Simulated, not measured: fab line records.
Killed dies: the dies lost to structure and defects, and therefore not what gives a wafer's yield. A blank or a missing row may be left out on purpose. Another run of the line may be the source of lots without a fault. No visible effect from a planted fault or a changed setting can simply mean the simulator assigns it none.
Chamber matching | flow gf180mcu | GF_STI_ETCH_14 on rie-si-01: 4 sister chambers
The step etches Si in HBr/Cl2/O2, target depth 360 nm, time 102.9 s. 4 wafers are shown with their chamber, then 7 later ones without.

## WAFERS WITH THEIR CHAMBER
wafer  | chamber | drypump-motor-current-A (A)
L233.2 | 0       | 5.15
L233.4 | 2       | 6.11
L237.2 | 3       | 5.20
L237.6 | 1       | 5.93

## WAFERS MISSING THEIR CHAMBER
wafer  | drypump-motor-current-A (A)
L239.1 | 5.16
L239.3 | 5.90
L239.5 | 6.16
L243.1 | 5.20
L243.2 | 6.09
L246.2 | 6.08
L246.6 | 5.21

## WHICH CHAMBER EACH WENT THROUGH
wafer  | from the rows above     | in truth
L239.1 | can't be placed: 0 or 3 | 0
L239.3 | 1                       | 1
L239.5 | 2                       | 2
L243.1 | can't be placed: 3 or 0 | 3
L243.2 | 2                       | 2
L246.2 | 2                       | 2
L246.6 | can't be placed: 3 or 0 | 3
Correct placement for 4 of the 7. Not placeable from these rows: 3 (in 3, the candidates include the true chamber). 0 placed wrongly.
How it was worked out, from the rows above alone: a wafer's distance from a chamber is the root of the sum, over the readings, of the square of ((its reading less the chamber's mean) divided by the reading's scatter). If the next closest chamber is less than 2 further off than the closest, the wafer can't be placed; otherwise it belongs to the closest. Each chamber's mean is taken over the wafers shown for it. The scatter (one wafer shown for each chamber): square how far every hidden wafer sits from the nearest shown wafer, average those squares and take the square root.
